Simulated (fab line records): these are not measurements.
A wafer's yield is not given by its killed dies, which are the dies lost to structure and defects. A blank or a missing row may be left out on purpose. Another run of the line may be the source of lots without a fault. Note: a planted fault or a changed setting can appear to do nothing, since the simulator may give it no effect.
One fault seen from 2 desks || flow sky130 || only its own numbers are on each desk; what lay behind them is given at the end

FROM THE METROLOGY DESK
Lot by lot, what the gauges showed, no matter which tool ran the lot: averages of those sampled wafers that carry a number. The brackets show how far a lot's mean lies from the usual mean; more than 4 standard deviations puts the lot out of limits, marked OUT.
Columns: A = cd-nm at SKY_CONTACT_CD_MEAS_14, usual 170.0 nm; B = CONTACT_OVL at SKY_CONTACT_OVL_MEAS_15, usual -2 nm
{"lot": "L496", "first seen here": "day 32 09:56", "A": 171.0, "B": -14}
{"lot": "L498", "first seen here": "day 33 17:04", "A": 170.7, "B": -9}
{"lot": "L499", "first seen here": "day 33 19:32", "A": 170.4, "B": 2}
{"lot": "L500", "first seen here": "day 34 06:40", "A": 166.9, "B": 0}
{"lot": "L503", "first seen here": "day 34 16:16", "A": 172.8, "B": 1}
{"lot": "L504", "first seen here": "day 35 01:26", "A": 167.7, "B": -7}
{"lot": "L505", "first seen here": "day 35 09:26", "A": 168.8, "B": -2}
{"lot": "L506", "first seen here": "day 36 12:25", "A": "134.9 (-23) OUT", "B": -10}
{"lot": "L508", "first seen here": "day 36 20:13", "A": "137.7 (-22) OUT", "B": -6}
{"lot": "L509", "first seen here": "day 37 01:34", "A": "143.9 (-17) OUT", "B": 2}
{"lot": "L510", "first seen here": "day 37 02:07", "A": "144.1 (-17) OUT", "B": 0}
{"lot": "L511", "first seen here": "day 37 10:02", "A": 169.9, "B": 1}
{"lot": "L512", "first seen here": "day 37 11:35", "A": 170.5, "B": -3}
{"lot": "L513", "first seen here": "day 37 21:58", "A": 168.5, "B": 6}
This desk's verdict: out of limits on L506, L508, L509, L510, starting with L506 at day 36 12:25 (cd-nm at SKY_CONTACT_CD_MEAS_14). Within limits: L496, L498, L499, L500, L503, L504, L505, L511, L512, L513.

TOOL OWNER'S DESK, krf-scanner-01
The tool's own readings at SKY_CONTACT_EXPOSE_11 (exposes mask CTM1, target cd 170 nm): means of the sampled wafers that have a number, for each lot that ran on this tool. The brackets show how far a lot's mean lies from the usual mean; more than 4 standard deviations puts the lot out of limits, marked OUT.
Columns: A = exposure-dose-mJ-cm2 at SKY_CONTACT_EXPOSE_11, usual 37.99
{"lot": "L498", "first seen here": "day 33 03:32", "A": 37.99}
{"lot": "L499", "first seen here": "day 33 06:17", "A": 38.01}
{"lot": "L500", "first seen here": "day 33 17:45", "A": 37.96}
{"lot": "L504", "first seen here": "day 34 11:47", "A": 37.98}
{"lot": "L505", "first seen here": "day 34 20:50", "A": 37.98}
{"lot": "L506", "first seen here": "day 36 00:10", "A": "31.74 (-99 or more) OUT"}
{"lot": "L508", "first seen here": "day 36 07:40", "A": "31.73 (-99 or more) OUT"}
{"lot": "L509", "first seen here": "day 36 12:51", "A": "32.96 (-99 or more) OUT"}
{"lot": "L510", "first seen here": "day 36 13:37", "A": "32.99 (-99 or more) OUT"}
This desk's verdict: out of limits on L506, L508, L509, L510, starting with L506 at day 36 00:10 (exposure-dose-mJ-cm2 at SKY_CONTACT_EXPOSE_11). Within limits: L498, L499, L500, L504, L505.

BROUGHT TOGETHER
On L506, L508, L509, L510, at day 36 00:10, an alarm was possible from the tool owner's desk.
At day 36 12:25 the metrology desk could have sounded an alarm, on L506, L508, L509, L510.
On krf-scanner-01, each named lot ran SKY_CONTACT_EXPOSE_11.

WHAT WAS PUT IN BY THE SIMULATOR
Drift in process parameters on krf-scanner-01 at SKY_CONTACT_EXPOSE_11, starting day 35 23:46. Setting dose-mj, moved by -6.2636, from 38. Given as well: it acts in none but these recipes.
Lots struck among those shown: L506, L508, L509, L510.
Time in hours from fault onset to the first out-of-limits reading at each desk: tool owner's desk 0, metrology desk 13.
